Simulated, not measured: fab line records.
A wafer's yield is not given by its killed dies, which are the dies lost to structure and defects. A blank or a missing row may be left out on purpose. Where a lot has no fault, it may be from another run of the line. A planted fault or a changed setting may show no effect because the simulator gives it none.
fab line records	flow sfq_line
[record] lots = 6	wafers = 16	last_day = 77
route steps=325 shown R5@216 I5@228 C5@240 M6@251
lots that met no fault: taken from a fault-free run of the same line
start_h: hours from the record's opening day to when the first of the lot's shown wafers began	wait_h: how many hours have passed since the lot's step before this one	" the same as in the row above	L1.1+2: one row covering several wafers at once	- no value, or no start was given	* or withheld: withheld	< > ~ a bound
route shown NAME@n: a module of which the file shows steps, and the number in the route of the first	usual: mean/standard deviation of fault-free wafers	same: alike in all rows	chamber/n: place in a boat	sites: readings site by site	_std_site: standard deviation across them	_edge_site: inner sites' mean taken away from outer sites' mean	radius_mm: how far each site lies from the wafer's centre	mask NAME#n: copy n	behind: the tool/chamber that last shaped the wafer	hold: why the lot went on hold/how many hours it stayed there/how the hold came to an end	device: the n, p or np transistor that did not switch	end of line: at the end of the route, the tests of the same wafers	a step given without rows: its recipe and nothing more	killed: dies lost to structure and defects at the first sort, not the wafer's yield	map: shows each die of a wafer: x if killed, . if not, _ if none is there
set.NAME: the setting the step ran with; set.NAME@STEP: the setting that earlier step ran with	model.NAME: the simulator's own value behind a step, which no gauge read
lots at some steps of the route; a table a step, a row a wafer
services: the hour from which a tool's chamber was out of use, counted from the record's first day as start_h (under 0 if before that day), plus the number of hours and why
[[steps]]
[step SFQ_R5_THK_MEAS_934]
[recipe] thk_meas_gauge = xrf	reads = MoNx_of_TRILAYER_R5_DEP_SPUTTER_133
[usual] R5_MONX_THK = 40.7/0.54
lot.wafer	tool	chamber	start_h	wait_h	R5_MONX_THK[nm]
L506.2	film_metro-03	-	1131.02	0.1	42.0
L506.4	"	-	"	"	41.8
L506.5	"	-	"	"	42.1
L507.3	film_metro-04	-	1134.03	0.1	40.5
L507.4	"	-	"	"	40.9
L507.5	"	-	"	"	40.6
L514.2	film_metro-01	-	1185.02	0.1	41.2
L514.4	"	-	"	"	40.8
L517.3	film_metro-01	-	1215.03	0.1	41.1
L517.5	"	-	"	"	40.7
L526.1	film_metro-04	-	1256.06	0.1	41.2
L526.2	"	-	"	"	40.9
L526.3	"	-	"	"	40.4
L527.1	film_metro-01	-	1260.01	0.1	40.1
L527.3	"	-	"	"	39.7
L527.4	"	-	"	"	40.6
[step SFQ_TRILAYER_R5_LITHO_COAT_141]
[recipe] resist = BARC	spin_rpm = 3000	resist_thk_nm = 62
[step SFQ_TRILAYER_R5_LITHO_COAT_136]
[recipe] resist = KrF	spin_rpm = 3000	resist_thk_nm = 600
[step SFQ_TRILAYER_R5_LITHO_SOFTBAKE_140]
[recipe] temp_c = withheld	time_s = withheld	resist = KrF
[step SFQ_TRILAYER_R5_LITHO_EXPOSE_137]
[recipe] mask_id = R5	na = 0.6	source_shape = conventional	sigma_outer = 0.65	target_cd_nm = 500	dose_mj = 14.4
[step SFQ_TRILAYER_R5_LITHO_PEB_139]
[recipe] peb_temp_c = 115	peb_time_s = 60	resist = KrF
[step SFQ_TRILAYER_R5_LITHO_DEVELOP_138]
[recipe] time_s = 60	resist = KrF
[step SFQ_R5_OVL_MEAS_935]
[usual] R5_OVL = 3/5.3
lot.wafer	tool	chamber	start_h	wait_h	R5_OVL[nm]
L506.2	overlay-02	-	1230.40	0.1	12
L506.4	"	-	"	"	11
L506.5	"	-	"	"	14
L507.3	overlay-02	-	1232.81	0.1	0
L507.4	"	-	"	"	5
L507.5	"	-	"	"	3
L514.2	overlay-01	-	1288.55	0.1	0
L514.4	"	-	"	"	-4
L517.3	overlay-01	-	1323.46	0.1	6
L517.5	"	-	"	"	7
L526.1	overlay-02	-	1370.66	0.1	2
L526.2	"	-	"	"	-3
L526.3	"	-	"	"	6
L527.1	overlay-02	-	1373.06	0.1	1
L527.3	"	-	"	"	5
L527.4	"	-	"	"	4
[step SFQ_TRILAYER_R5_BARC_OPEN_METAL_ETCH_177]
[recipe] mask_material = PR	chemistry = O2	target_depth_nm = 125	target = BARC	icp_w = 600	bias_w = 80	pressure_mtorr = 10	time_s = 41.7
[usual] drypump_motor_current_A = 5.8/0.38	oes_product_au = 0.685/0.0048
lot.wafer	tool	chamber	start_h	wait_h	drypump_motor_current_A	oes_product_au	rf_hours_counter_h
L506.2	rie_metal-01	0	1230.43	0.0	5.0	0.683	44
L506.4	"	1	"	"	5.9	0.683	-
L506.5	"	1	"	"	5.9	0.685	-
L507.3	rie_metal-01	0	1232.85	0.0	5.0	0.684	-
L507.4	"	1	"	"	5.8	0.672	-
L507.5	"	1	"	"	5.8	0.681	-
L514.2	rie_metal-01	0	1288.58	0.0	5.0	0.685	54
L514.4	"	0	"	"	5.0	0.685	-
L517.3	rie_metal-04	1	1323.50	0.0	5.8	0.686	-
L517.5	"	0	"	"	6.0	0.690	-
L526.1	rie_metal-04	0	1370.69	0.0	6.0	0.688	155
L526.2	"	1	"	"	5.8	0.689	138
L526.3	"	0	"	"	6.0	0.679	-
L527.1	rie_metal-04	1	1373.09	0.0	5.8	0.683	139
L527.3	"	0	"	"	6.0	0.682	-
L527.4	"	1	"	"	5.8	0.687	-
[step SFQ_TRILAYER_R5_ETCH_METAL_ETCH_139]
[recipe] stop_on = SiO2	mask_material = PR	chemistry = Cl2	target_depth_nm = 60	icp_w = 600	bias_w = 80	pressure_mtorr = 10	time_s = 40
[usual] drypump_motor_current_A = 5.8/0.39	oes_product_au = 0.990/0.007
lot.wafer	tool	chamber	start_h	wait_h	drypump_motor_current_A	oes_product_au	rf_hours_counter_h
L506.2	rie_metal-01	0	1230.49	0.0	5.0	0.987	44
L506.4	"	1	"	"	5.8	0.983	-
L506.5	"	1	"	"	5.8	0.993	-
L507.3	rie_metal-01	0	1232.91	0.0	5.0	0.990	-
L507.4	"	1	"	"	5.8	0.983	-
L507.5	"	1	"	"	5.9	0.988	-
L514.2	rie_metal-01	0	1288.64	0.0	5.0	0.994	54
L514.4	"	0	"	"	5.0	0.981	-
L517.3	rie_metal-04	1	1323.56	0.0	5.8	0.998	-
L517.5	"	0	"	"	6.0	0.986	-
L526.1	rie_metal-04	0	1370.77	0.1	6.0	0.995	155
L526.2	"	1	"	"	5.8	0.999	138
L526.3	"	0	"	"	6.0	0.993	-
L527.1	rie_metal-04	1	1373.15	0.0	5.8	1.002	139
L527.3	"	0	"	"	6.0	0.983	-
L527.4	"	1	"	"	5.8	0.996	-
[step SFQ_TRILAYER_R5_STRIP_STRIP_140]
[recipe] gas = O2	power_w = 200	platen_temp_c = 40	overash_fraction = 0.65	chemistry = O2	pressure_mtorr = 50
[usual] drypump_motor_current_A = 5.8/0.38	oes_product_au = 1.002/0.013
lot.wafer	tool	chamber	start_h	wait_h	drypump_motor_current_A	oes_product_au	rf_hours_counter_h
L506.2	rie_metal-01	0	1230.55	0.0	5.0	1.002	44
L506.4	"	1	"	"	5.9	0.995	-
L506.5	"	1	"	"	5.9	0.993	-
L507.3	rie_metal-01	0	1233.15	0.2	5.0	0.992	-
L507.4	"	1	"	"	5.8	0.983	-
L507.5	"	1	"	"	5.8	0.991	-
L514.2	rie_metal-01	0	1288.70	0.0	5.0	0.991	54
L514.4	"	0	"	"	5.0	0.986	-
L517.3	rie_metal-04	1	1323.80	0.2	5.9	1.014	-
L517.5	"	0	"	"	6.0	0.999	-
L526.1	rie_metal-04	0	1370.85	0.1	6.0	1.001	156
L526.2	"	1	"	"	5.8	1.025	138
L526.3	"	0	"	"	6.0	1.003	-
L527.1	rie_metal-04	1	1373.21	0.0	5.8	1.029	139
L527.3	"	0	"	"	6.0	0.998	-
L527.4	"	1	"	"	5.8	1.017	-
[step SFQ_TRILAYER_R5_STRIP_SOLV_CLEAN_141]
[recipe] chemistry = NMP	temp_c = 70	time_s = 600
[step SFQ_TRILAYER_A5C_DEP_PECVD_142]
[recipe] material = SiO2	temp_c = 150	time_s = 15.556	pressure_torr = 2.4	rf_w = 183.3	precursor = SiH4/N2O	target_thk_nm = 70
[usual] chamber_pressure_Torr = 2.400/0.0055	heater_power_w = 76/16	showerhead_vpp_V = 832/39	throttle_valve_pct = 25.1/1
lot.wafer	tool	chamber	start_h	wait_h	chamber_pressure_Torr	heater_power_w	showerhead_vpp_V	since_wet_clean_h	throttle_valve_pct	model.SiO2_of_TRILAYER_A5C_DEP_PECVD_142.thk_nm
L506.2	pecvd-02	1	1231.34	0.0	2.398	48	777	654	25.6	69.02
L506.4	"	0	"	"	2.398	74	830	-	25.9	71.61
L506.5	"	1	"	"	2.392	49	801	-	25.4	70.12
L507.3	pecvd-03	1	1233.72	0.0	2.407	84	900	279	23.5	68.83
L507.4	"	2	"	"	2.392	73	795	-	23.5	71.51
L507.5	"	0	"	"	2.405	101	869	-	22.6	70.31
L514.2	pecvd-02	0	1289.47	0.0	2.407	68	809	712	25.9	68.11
L514.4	"	0	"	"	2.402	67	816	-	25.8	71.78
L517.3	pecvd-02	0	1324.37	0.0	2.391	70	816	747	26.2	67.26
L517.5	"	0	"	"	2.395	73	823	-	26.1	71.05
L526.1	pecvd-04	0	1371.82	0.0	2.393	68	814	1164	24.8	69.8
L526.2	"	1	"	"	2.395	74	886	1164	25.9	69.23
L526.3	"	2	"	"	2.402	88	867	1164	25.6	67.6
L527.1	pecvd-02	1	1373.99	0.0	2.398	51	805	796	25.6	68.29
L527.3	"	0	"	"	2.395	76	841	796	26.0	68.62
L527.4	"	1	"	"	2.403	49	795	-	25.6	68.69
[step SFQ_TRILAYER_I5_LITHO_COAT_149]
[recipe] resist = BARC	spin_rpm = 3000	resist_thk_nm = 62
[step SFQ_TRILAYER_I5_LITHO_COAT_144]
[recipe] resist = KrF	spin_rpm = 3000	resist_thk_nm = 650
[step SFQ_TRILAYER_I5_LITHO_SOFTBAKE_148]
[recipe] temp_c = withheld	time_s = withheld	resist = KrF
[step SFQ_TRILAYER_I5_LITHO_EXPOSE_145]
[recipe] mask_id = I5	na = 0.6	source_shape = conventional	sigma_outer = 0.65	target_cd_nm = 700	dose_mj = 21.3
[step SFQ_TRILAYER_I5_LITHO_PEB_147]
[recipe] peb_temp_c = 115	peb_time_s = 60	resist = KrF
[step SFQ_TRILAYER_I5_LITHO_DEVELOP_146]
[recipe] time_s = 60	resist = KrF
[step SFQ_I5_OVL_MEAS_936]
[usual] I5_OVL = -4/5.6
lot.wafer	tool	chamber	start_h	wait_h	I5_OVL[nm]
L506.2	overlay-01	-	1247.14	0.1	-5
L506.4	"	-	"	"	-9
L506.5	"	-	"	"	-2
L507.3	overlay-01	-	1249.55	0.1	-6
L507.4	"	-	"	"	0
L507.5	"	-	"	"	-1
L514.2	overlay-02	-	1313.31	0.1	-3
L514.4	"	-	"	"	0
L517.3	overlay-02	-	1354.67	0.1	-13
L517.5	"	-	"	"	-9
L526.1	overlay-02	-	1405.16	0.1	1
L526.2	"	-	"	"	1
L526.3	"	-	"	"	0
L527.1	overlay-02	-	1407.56	0.1	-9
L527.3	"	-	"	"	-12
L527.4	"	-	"	"	-5
[step SFQ_TRILAYER_I5_BARC_OPEN_VIA_ETCH_200]
[recipe] mask_material = PR	chemistry = O2	target_depth_nm = 125	target = BARC	source_w = 500	bias_w = 80	pressure_mtorr = 30	time_s = 41.7
[step SFQ_TRILAYER_I5_ETCH_VIA_ETCH_147]
[recipe] stop_on = Nb	mask_material = PR	chemistry = CHF3	target_depth_nm = 360	source_w = 500	bias_w = 80	pressure_mtorr = 30	time_s = withheld
[usual] drypump_motor_current_A = 5.8/0.39	oes_product_au = 0.988/0.0066
lot.wafer	tool	chamber	start_h	wait_h	drypump_motor_current_A	oes_product_au
L506.2	rie_diel-02	2	1247.21	0.0	6.1	0.997
L506.4	"	3	"	"	5.8	0.990
L506.5	"	3	"	"	5.8	0.989
L507.3	rie_diel-03	1	1249.61	0.0	6.1	0.991
L507.4	"	0	"	"	6.0	0.992
L507.5	"	1	"	"	6.1	0.994
L514.2	rie_diel-01	0	1313.38	0.0	4.8	0.994
L514.4	"	3	"	"	5.7	0.991
L517.3	rie_diel-03	1	1354.73	0.0	6.1	0.985
L517.5	"	1	"	"	6.1	0.984
L526.1	rie_diel-03	0	1405.23	0.0	6.0	1.000
L526.2	"	3	"	"	5.2	0.984
L526.3	"	2	"	"	5.9	0.988
L527.1	rie_diel-03	3	1407.63	0.0	5.2	0.986
L527.3	"	2	"	"	5.9	0.993
L527.4	"	1	"	"	6.1	0.983
[step SFQ_TRILAYER_I5_STRIP_STRIP_148]
[recipe] gas = O2	power_w = 200	platen_temp_c = 40	overash_fraction = 0.65	chemistry = O2	pressure_mtorr = 50
[step SFQ_TRILAYER_I5_STRIP_SOLV_CLEAN_149]
[recipe] chemistry = NMP	temp_c = 70	time_s = 600
[step SFQ_TRILAYER_C5_LITHO_COAT_156]
[recipe] resist = BARC	spin_rpm = 3000	resist_thk_nm = 62
[step SFQ_TRILAYER_C5_LITHO_COAT_151]
[recipe] resist = KrF	spin_rpm = 3000	resist_thk_nm = 650
[step SFQ_TRILAYER_C5_LITHO_SOFTBAKE_155]
[recipe] temp_c = withheld	time_s = withheld	resist = KrF
[step SFQ_TRILAYER_C5_LITHO_EXPOSE_152]
[recipe] mask_id = C5	na = 0.6	source_shape = conventional	sigma_outer = 0.65	target_cd_nm = 500	dose_mj = 21.3
[step SFQ_TRILAYER_C5_LITHO_PEB_154]
[recipe] peb_temp_c = 115	peb_time_s = 60	resist = KrF
[step SFQ_TRILAYER_C5_LITHO_DEVELOP_153]
[recipe] time_s = 60	resist = KrF
[step SFQ_C5_OVL_MEAS_937]
[usual] C5_OVL = 4/6.6
lot.wafer	tool	chamber	start_h	wait_h	C5_OVL[nm]
L506.2	overlay-01	-	1363.46	0.1	7
L506.4	"	-	"	"	5
L506.5	"	-	"	"	1
L507.3	overlay-01	-	1365.87	0.1	3
L507.4	"	-	"	"	7
L507.5	"	-	"	"	8
L514.2	overlay-02	-	1427.03	0.1	-3
L514.4	"	-	"	"	4
L517.3	overlay-02	-	1458.04	0.1	14
L517.5	"	-	"	"	16
L526.1	overlay-01	-	1510.33	0.1	9
L526.2	"	-	"	"	-3
L526.3	"	-	"	"	10
L527.1	overlay-02	-	1515.13	0.1	-7
L527.3	"	-	"	"	-9
L527.4	"	-	"	"	6
[step SFQ_TRILAYER_C5_BARC_OPEN_VIA_ETCH_210]
[recipe] mask_material = PR	chemistry = O2	target_depth_nm = 125	target = BARC	source_w = 500	bias_w = 80	pressure_mtorr = 30	time_s = 41.7
[usual] drypump_motor_current_A = 5.8/0.36	oes_product_au = 0.686/0.0048
lot.wafer	tool	chamber	start_h	wait_h	drypump_motor_current_A	oes_product_au	rf_hours_counter_h
L506.2	rie_diel-04	0	1363.49	0.0	5.7	0.687	15
L506.4	"	0	"	"	5.7	0.682	-
L506.5	"	2	"	"	5.9	0.690	-
L507.3	rie_diel-04	2	1365.89	0.0	5.9	0.685	6
L507.4	"	3	"	"	5.8	0.684	-
L507.5	"	2	"	"	5.9	0.685	-
L514.2	rie_diel-01	3	1427.06	0.0	5.7	0.688	20
L514.4	"	1	"	"	5.8	0.684	13
L517.3	rie_diel-03	0	1458.06	0.0	6.0	0.692	19
L517.5	"	3	"	"	5.2	0.689	-
L526.1	rie_diel-03	2	1510.36	0.0	5.9	0.675	22
L526.2	"	1	"	"	6.1	0.681	14
L526.3	"	3	"	"	5.2	0.687	19
L527.1	rie_diel-01	1	1515.16	0.0	5.9	0.683	15
L527.3	"	2	"	"	6.1	0.691	20
L527.4	"	3	"	"	5.8	0.687	21
[step SFQ_TRILAYER_C5_ETCH_VIA_ETCH_154]
[recipe] target = SiO2	mask_material = PR	chemistry = CHF3	target_depth_nm = 84	source_w = 500	bias_w = 80	pressure_mtorr = 30	time_s = withheld	stop_on = Nb
[usual] drypump_motor_current_A = 5.8/0.36	oes_product_au = 0.892/0.0095
lot.wafer	tool	chamber	start_h	wait_h	drypump_motor_current_A	oes_product_au	model.etch.depth_nm	model.C5.feature_depth_nm
L506.2	rie_diel-04	0	1363.53	0.0	5.7	0.892	69.02	69.02
L506.4	"	0	"	"	5.7	0.906	71.61	71.61
L506.5	"	2	"	"	5.8	0.891	70.12	70.12
L507.3	rie_diel-04	2	1365.93	0.0	5.9	0.890	68.83	68.83
L507.4	"	3	"	"	5.8	0.909	71.51	71.51
L507.5	"	2	"	"	5.9	0.895	70.31	70.31
L514.2	rie_diel-01	3	1427.10	0.0	5.7	0.881	68.11	68.11
L514.4	"	1	"	"	5.8	0.911	71.78	71.78
L517.3	rie_diel-03	0	1458.10	0.0	6.0	0.870	67.26	67.26
L517.5	"	3	"	"	5.2	0.906	71.05	71.05
L526.1	rie_diel-03	2	1510.40	0.0	5.9	0.894	69.8	69.8
L526.2	"	1	"	"	6.1	0.886	69.23	69.23
L526.3	"	3	"	"	5.2	0.872	67.6	67.6
L527.1	rie_diel-01	1	1515.20	0.0	5.8	0.885	68.29	68.29
L527.3	"	2	"	"	6.1	0.888	68.62	68.62
L527.4	"	3	"	"	5.8	0.888	68.69	68.69
[step SFQ_TRILAYER_C5_STRIP_STRIP_155]
[recipe] gas = O2	power_w = 200	platen_temp_c = 40	overash_fraction = 0.65	chemistry = O2	pressure_mtorr = 50
[step SFQ_TRILAYER_C5_STRIP_SOLV_CLEAN_156]
[recipe] chemistry = NMP	temp_c = 70	time_s = 600
[step SFQ_TRILAYER_M6_DEP_PRE_CLEAN_158]
[recipe] gas = Ar	time_s = 22.5	bias_v = 250
lot.wafer	tool	chamber	start_h	wait_h	model.SiO2_of_TRILAYER_A5C_DEP_PECVD_142.thk_nm
L506.2	pvd_sputter-03	-	1364.36	0.0	61.52
L506.4	"	-	"	"	64.11
L506.5	"	-	"	"	62.62
L507.3	pvd_sputter-03	-	1366.76	0.0	61.33
L507.4	"	-	"	"	64.01
L507.5	"	-	"	"	62.81
L514.2	pvd_sputter-03	-	1427.93	0.0	60.61
L514.4	"	-	"	"	64.28
L517.3	pvd_sputter-05	-	1458.94	0.0	59.76
L517.5	"	-	"	"	63.55
L526.1	pvd_sputter-04	-	1511.23	0.0	62.3
L526.2	"	-	"	"	61.73
L526.3	"	-	"	"	60.1
L527.1	pvd_sputter-04	-	1516.03	0.0	60.79
L527.3	"	-	"	"	61.12
L527.4	"	-	"	"	61.19
[step SFQ_TRILAYER_M6_DEP_SPUTTER_157]
[recipe] material = Nb	base_pressure_pa = 1.33e-06	chamber_pressure_pa = 0.1333	substrate_temp_c = 20	target_thk_nm = 200	power_w = 2000	time_s = 133.3
[[services]]
tool	chamber	start_h	hours	kind
pvd_sputter-03	-	1215.74	0.7	repair
rie_diel-03	-	1233.67	2.8	pm
rie_diel-04	2	1234.39	6.6	repair
rie_metal-04	-	1242.37	0.2	repair
rie_diel-04	2	1266.65	9.8	repair
rie_diel-01	-	1274.65	0.3	repair
rie_diel-04	3	1279.06	1.5	repair
rie_metal-01	0	1293.95	27.8	repair
rie_diel-04	-	1319.43	0.5	repair
rie_diel-03	0	1337.98	3.3	repair
rie_diel-01	3	1345.92	15.2	repair
rie_diel-03	0	1349.36	19.7	repair
rie_diel-01	0	1349.95	13.8	repair
rie_diel-04	1	1359.90	9.5	repair
rie_diel-04	-	1389.48	14.6	pm
rie_diel-01	0	1414.14	2.5	repair
rie_metal-01	1	1419.81	13.0	repair
rie_diel-03	-	1468.52	15.6	pm
rie_metal-04	-	1476.18	2.8	pm
rie_diel-04	-	1477.95	2.8	pm
rie_diel-04	0	1485.56	4.5	repair
rie_metal-01	0	1498.51	3.3	repair
rie_diel-01	-	1504.32	0.8	repair
rie_metal-01	-	1513.11	5.3	repair
[[key]]
first_sign none at tools or gauges
[model_effect] step = SFQ_TRILAYER_A5C_DEP_PECVD_142	value = SiO2_of_TRILAYER_A5C_DEP_PECVD_142.thk_nm	without = 70.8	struck = 67.68
[model_effect] step = SFQ_TRILAYER_C5_ETCH_VIA_ETCH_154	value = etch.depth_nm	without = 70.8	struck = 67.68
[model_effect] step = SFQ_TRILAYER_M6_DEP_PRE_CLEAN_158	value = SiO2_of_TRILAYER_A5C_DEP_PECVD_142.thk_nm	without = 63.3	struck = 60.18
met_at SFQ_TRILAYER_A5C_DEP_PECVD_142
struck_wafers L514.2,L517.3
onset_between 1231.34 1289.47
[fault] kind = process_parameter_drift	tool = pecvd-02	chamber = -	onset_h = 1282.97	steps = SFQ_TRILAYER_A5C_DEP_PECVD_142	channel = time_s	offset = *	shape = step	end_h = 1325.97	scope = struck_wafers_only	acts_in = *	stated = *
